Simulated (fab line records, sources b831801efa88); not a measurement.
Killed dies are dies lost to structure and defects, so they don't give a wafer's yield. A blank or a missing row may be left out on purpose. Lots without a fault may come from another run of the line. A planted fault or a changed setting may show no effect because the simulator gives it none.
Tool commonality check | flow gf180mcu | 13 lots, 39 wafers sampled

WHY IT WAS OPENED
At GF_SAB_CD_MEAS_09 the reading cd_nm is flagged on 1 of 13 lots. Wafers without a fault read 420.5 nm, standard deviation 2.1.
Rule: a lot is flagged when every wafer of it that has a number lies more than 4 standard deviations from that mean, or none has a number. The other lots count as sound.

lot  | measured     | on        | cd_nm (nm), wafer by wafer | flag
L723 | day 15 15:14 | cd_sem-01 | 418.7 420.1 419.0          |
L725 | day 16 00:06 | cd_sem-01 | 422.2 422.9 424.2          |
L726 | day 16 05:37 | cd_sem-01 | 422.0 421.0 422.2          |
L727 | day 16 11:21 | cd_sem-02 | 452.3 450.3 450.8          | FLAGGED
L734 | day 19 15:23 | cd_sem-02 | 422.8 424.1 423.0          |
L736 | day 20 00:15 | cd_sem-01 | 419.0 416.8 418.1          |
L737 | day 20 07:23 | cd_sem-02 | 418.6 418.8 418.5          |
L739 | day 21 07:14 | cd_sem-02 | 419.3 421.1 421.7          |
L738 | day 21 09:42 | cd_sem-02 | 420.7 421.5 420.9          |
L740 | day 21 21:01 | cd_sem-02 | 423.2 421.4 422.7          |
L742 | day 22 05:00 | cd_sem-01 | 420.9 421.7 422.2          |
L743 | day 22 14:12 | cd_sem-02 | 418.9 420.0 418.8          |
L746 | day 23 09:05 | cd_sem-02 | 421.4 421.2 418.0          |
The numbers of the flagged lots are 451.1 nm on average: +30.6 nm against the usual, or +15 standard deviations.

WHICH TOOL RAN EACH LOT
The record holds 1 process step before the reading, out of a route of 602 steps. In each cell: the tool, then ch and the chambers that the sampled wafers went through, then the start.
lot  | flag    | GF_SAB_EXPOSE_06
L723 |         | iline_stepper-01 ch 0, day 15 04:38
L725 |         | iline_stepper-01 ch 0, day 15 13:20
L726 |         | iline_stepper-02 ch 0, day 15 18:52
L727 | FLAGGED | iline_stepper-01 ch 0, day 16 00:13
L734 |         | iline_stepper-02 ch 0, day 19 02:49
L736 |         | iline_stepper-01 ch 0, day 19 12:43
L737 |         | iline_stepper-01 ch 0, day 19 20:25
L739 |         | iline_stepper-01 ch 0, day 20 19:51
L738 |         | iline_stepper-01 ch 0, day 20 22:18
L740 |         | iline_stepper-02 ch 0, day 21 08:55
L742 |         | iline_stepper-02 ch 0, day 21 17:51
L743 |         | iline_stepper-01 ch 0, day 22 02:28
L746 |         | iline_stepper-01 ch 0, day 22 22:09
What these steps do:
- GF_SAB_EXPOSE_06: exposes mask SAB, target cd 420 nm.
- GF_SAB_CD_MEAS_09: target cd 420 nm.

FLAGGED OVER TOTAL, TOOL BY TOOL (the gauges that took the reading come last)
step              | tool             | lots run | flagged | share of the flagged lots | sound lots run after its first flagged lot
GF_SAB_EXPOSE_06  | iline_stepper-01 | 9        | 1       | all                       | 6 (L736,L737,L739,L738,L743,L746)
GF_SAB_EXPOSE_06  | iline_stepper-02 | 4        | 0       | none                      | -
GF_SAB_CD_MEAS_09 | cd_sem-01        | 5        | 0       | none                      | -
GF_SAB_CD_MEAS_09 | cd_sem-02        | 8        | 1       | all                       | 7 (L734,L737,L739,L738,L740,L743,L746)

WHAT THE TABLE ALLOWS
2 rows of the table ran every flagged lot: iline_stepper-01 at GF_SAB_EXPOSE_06, cd_sem-02 at GF_SAB_CD_MEAS_09.
- iline_stepper-01 at GF_SAB_EXPOSE_06: 1 of its 9 lots flagged. Sound lots ran on it after the first flagged one (L736, L737, L739, L738, L743, L746), which a lasting fault on the whole tool wouldn't allow.
- cd_sem-02 at GF_SAB_CD_MEAS_09: 1 of its 8 lots flagged. Sound lots ran on it after the first flagged one (L734, L737, L739, L738, L740, L743, L746), which a lasting fault on the whole tool wouldn't allow.
No row of the table ran every flagged lot and no sound lot after the first.

WHAT THE SIMULATOR HAD PUT IN
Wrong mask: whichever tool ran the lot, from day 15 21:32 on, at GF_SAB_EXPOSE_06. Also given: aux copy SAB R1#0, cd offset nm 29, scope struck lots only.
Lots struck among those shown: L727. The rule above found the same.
